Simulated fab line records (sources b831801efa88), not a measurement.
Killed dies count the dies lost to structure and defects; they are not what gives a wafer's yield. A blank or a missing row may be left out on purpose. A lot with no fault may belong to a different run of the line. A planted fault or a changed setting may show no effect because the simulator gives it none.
Matching of chambers :: flow sfq-line :: cmp-02 running SFQ_TRILAYER_I2_CMP_CMP_064: 4 sister chambers
The step polishes SiO2. 8 wafers are shown with their chamber, then 9 later ones without.

## WAFERS PAIRED WITH THEIR CHAMBERS
wafer: L496.6
chamber: 3
motor-current-A (A): 10.0
platen-rpm (rpm): 59.96

wafer: L497.6
chamber: 1
motor-current-A (A): 9.6
platen-rpm (rpm): 59.98

wafer: L499.1
chamber: 2
motor-current-A (A): 9.8
platen-rpm (rpm): 59.85

wafer: L499.3
chamber: 0
motor-current-A (A): 13.2
platen-rpm (rpm): 59.92

wafer: L499.4
chamber: 3
motor-current-A (A): 9.8
platen-rpm (rpm): 59.98

wafer: L501.1
chamber: 1
motor-current-A (A): 9.1
platen-rpm (rpm): 60.00

wafer: L501.2
chamber: 2
motor-current-A (A): 9.8
platen-rpm (rpm): 60.02

wafer: L501.5
chamber: 0
motor-current-A (A): 13.4
platen-rpm (rpm): 59.99

## WAFERS WITHOUT THEIR CHAMBER
wafer: L502.1
motor-current-A (A): 10.1
platen-rpm (rpm): 59.97

wafer: L502.4
motor-current-A (A): 9.7
platen-rpm (rpm): 59.94

wafer: L502.5
motor-current-A (A): 9.2
platen-rpm (rpm): 59.98

wafer: L509.2
motor-current-A (A): 9.5
platen-rpm (rpm): 60.05

wafer: L509.3
motor-current-A (A): 11.8
platen-rpm (rpm): 60.02

wafer: L509.5
motor-current-A (A): 10.2
platen-rpm (rpm): 59.97

wafer: L511.4
motor-current-A (A): 10.1
platen-rpm (rpm): 60.00

wafer: L511.5
motor-current-A (A): 9.4
platen-rpm (rpm): 59.99

wafer: L511.6
motor-current-A (A): 13.3
platen-rpm (rpm): 60.00

## WHICH CHAMBER EACH WENT THROUGH
wafer: L502.1
from the rows above: can't be placed: 3 or 2
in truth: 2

wafer: L502.4
from the rows above: can't be placed: 2 or 3 or 1
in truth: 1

wafer: L502.5
from the rows above: 1
in truth: 1

wafer: L509.2
from the rows above: can't be placed: 1 or 2 or 3
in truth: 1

wafer: L509.3
from the rows above: can't be placed: 0 or 3
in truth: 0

wafer: L509.5
from the rows above: can't be placed: 3 or 2
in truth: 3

wafer: L511.4
from the rows above: can't be placed: 3 or 2
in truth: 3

wafer: L511.5
from the rows above: can't be placed: 1 or 2
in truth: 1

wafer: L511.6
from the rows above: 0
in truth: 0
Placed correctly: 2 of 9. Unplaceable from these rows: 7, with the true chamber sitting among the candidates in 7. Wrongly placed: 0.
How it was worked out, from the rows above alone: a wafer's distance from a chamber is the root of the sum, over the readings, of the square of ((its reading less the chamber's mean) divided by the reading's scatter). If the next closest chamber is less than 2 further off than the closest, the wafer can't be placed; otherwise it belongs to the closest. The mean given for a chamber averages the wafers shown for that chamber. The scatter is the square root of a quotient: the sum, over the shown wafers, of each reading's squared deviation from its chamber's mean, divided by wafers minus chambers.
